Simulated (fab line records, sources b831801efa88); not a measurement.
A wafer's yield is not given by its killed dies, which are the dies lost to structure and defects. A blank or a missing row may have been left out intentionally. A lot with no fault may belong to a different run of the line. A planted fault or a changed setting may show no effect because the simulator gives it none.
A lot that was struck, set against a sound lot -- flow sky130 -- 25 steps out of a route of 708
Sound: the wafers L594.2, L594.3, L594.5. The struck wafers were L603.1, L603.3, L603.5. The cause is named last.
Per side, at each step with rows, come the tool, then ch with its chambers, and then its first start. Under that, the readings that differ: sound wafers -- struck wafers -- difference of the means -- sigmas: that difference in standard deviations of wafers without a fault.
alike: readings with means less than 2 such deviations apart, plus words and numbers identical on both sides. not compared: withheld readings, readings lacking a value on some wafer, bounds such as >300 that could conceal the same value, and numbers that have no deviation in the record and whose values overlap.
A row with sigmas, a row that says differs or no value, or rows on one side alone: a step with any of these is where the two part. When numbers do not overlap yet have no deviation, they are printed without sigmas and do not part them. Lack of a reading on every wafer of one side parts them only where that side has two or more wafers.

SKY_VIA1_THK_MEAS_23: measures by xrf.
  sound: filmMetro-02 at day 35 09:00; struck: filmMetro-02 at day 38 03:02
  alike: VIA1_W_THK
SKY_VIA1_CMP_24: polishes, stops on SiO2, t overpolish 15 s, target thk 0 nm.
  sound on cmp-02 ch 0,1, day 35 09:03; struck on cmp-02 ch 0,1,3, day 38 03:06
  alike: motorCurrentA, overpolishRunS, timeToEndpointS
then, 1 step without rows for these wafers: SKY_METAL2_SPUTTER_00 (material Ti, target thk 15 nm, time 10 s).
SKY_METAL2_SPUTTER_01: material TiN, target thk 20 nm, time 16.7 s.
  sound: pvdSputter-01 at day 35 09:23; struck: pvdSputter-01 at day 38 03:26
  alike: chamberPressurePa, throttleValvePct
SKY_METAL2_SPUTTER_02: material AlCu, target thk 250 nm, time 13.3 s.
  sound: pvdSputter-01 at day 35 09:24; struck: pvdSputter-01 at day 38 03:27
  alike: chamberPressurePa, throttleValvePct
then, 1 step without rows for these wafers: SKY_METAL2_SPUTTER_03 (material Ti, target thk 5 nm, time 3.3 s).
SKY_METAL2_SPUTTER_04: material TiN, target thk 70 nm, time 58.3 s.
  sound: pvdSputter-01 at day 35 09:26; struck: pvdSputter-01 at day 38 03:30
  alike: chamberPressurePa, throttleValvePct
SKY_METAL2_RS_MEAS_05: uses a four-point probe to measure.
  sound: filmMetro-01 at day 35 09:31; struck: filmMetro-04 at day 38 03:32
  alike: METAL2_ALCU_RS
SKY_METAL2_THK_MEAS_06: measures by xrf.
  sound: filmMetro-01 at day 35 09:37; struck: filmMetro-04 at day 38 03:40
  alike: METAL2_ALCU_THK
then, 3 steps without rows for these wafers: SKY_METAL2_DEHYDRATE_07 (time 60 s); SKY_METAL2_HMDS_08 (prime time 60 s); SKY_METAL2_COAT_09 (resist thk 60 nm).
SKY_METAL2_COAT_10: resist thk 450 nm.
  sound on lithoTrack-04 ch 0, day 35 22:00; struck on lithoTrack-03 ch 0, day 38 16:00
reading,sound,struck,difference,sigmas
spinSpeedRpm (rpm),3004.4 3004.1 3002.6,2710.2 2713.4 2714.2,-291.1,-99 or more
model.KrF-thick_of_METAL2_COAT_10.thkNm (nm),449.5 448.4 449.5,475.1 475.4 476.7,+26.6,
then, 4 steps without rows for these wafers: SKY_METAL2_SOFTBAKE_11 (time 90 s); SKY_METAL2_EXPOSE_12 (exposes mask MM2, target cd 140 nm); SKY_METAL2_PEB_13; SKY_METAL2_DEVELOP_14 (develop time 60 s).
SKY_METAL2_CD_MEAS_15 targets a cd of 140 nm.
  sound: cdSem-02 at day 36 11:31; struck: cdSem-01 at day 39 04:56
  alike: cdNm
SKY_METAL2_OVL_MEAS_16:
  sound: overlay-01 at day 36 11:37; struck: overlay-02 at day 39 05:04
  alike: METAL2_OVL
then, 1 step without rows for these wafers: SKY_METAL2_DESCUM_17 (chemistry O2, time 8 s).
SKY_METAL2_ETCH_18: etches BARC in N2/H2, stops on SiO2, time 45.9 s, target depth 60 nm.
  sound on rieMetal-02 ch 1, day 36 11:41; struck on rieMetal-03 ch 0,1, day 39 05:08
  alike: chamberPressureMTorr, drypumpMotorCurrentA, heBacksideLeakSccm, oesProductAu, throttleValvePct
  not compared: rfHoursCounterH
SKY_METAL2_METAL_ETCH_19: etches the open film in Cl2/BCl3, stops on SiO2, target depth 360 nm, time 78 s.
  sound on rieMetal-02 ch 1, day 36 11:44; struck on rieMetal-03 ch 0,1, day 39 05:11
reading,sound,struck,difference,sigmas
model.KrF-thick_of_METAL2_COAT_10.thkNm (nm),158.6 158.3 159.7,184.7 182 184.1,+24.7,
  alike: chamberPressureMTorr, drypumpMotorCurrentA, heBacksideLeakSccm, oesProductAu, throttleValvePct
  not compared: rfHoursCounterH
SKY_METAL2_STRIP_20: strips in O2/N2.
  sound on plasmaAsher-02 ch 0,1, day 36 11:50; struck on plasmaAsher-02 ch 1, day 39 05:17
reading,sound,struck,difference,sigmas
chamberPressureMTorr (mTorr),1496.5 1499.0 1498.3,1503.5 1501.0 1497.8,+2.8,+2
oesProductAu (a.u.),0.347 0.337 0.345,0.357 0.351 0.355,+0.011,+2
stripTimeToEndpointS (s),2.705 2.699 2.701,2.971 2.955 2.972,+0.264,+10
  alike: drypumpMotorCurrentA
  not compared: rfHoursCounterH
then, 1 step without rows for these wafers: SKY_METAL2_STRIP_21 (strips in post etch residue remover, time 1200 s).
-- the record jumps here: 10 days lie between the struck wafers' starts before and after (it left off in module METAL2 and takes up again in module PAD_OPEN, whose first step shown is number 708 of the route) --
SKY_PAD_OPEN_PROBE_99:
  sound: prober-02 at day 46 19:04; struck: prober-02 at day 48 22:48
reading,sound,struck,difference,sigmas
killed_at_M4_up,3 7 6,1 3 1,-4,-2
killedAtContacts,33 22 29,18 20 15,-10,-2
  alike: defectLimitedYield, killed_at_M0_to_M3, killedAtFrontEnd, killedAtOther, killedDies, killedOpen, killedShort, sort_bin_3_pad_short, sort_bin_5_function, sort_bin_6_memory, sortNPass, sortYieldPct

== WHERE THEY PART ==
First at SKY_METAL2_COAT_10; last, within this record, at SKY_PAD_OPEN_PROBE_99.

WHY: whatever the simulator had introduced
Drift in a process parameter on lithoTrack-03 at SKY_METAL2_COAT_10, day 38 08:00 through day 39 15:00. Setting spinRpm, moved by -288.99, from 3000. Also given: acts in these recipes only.
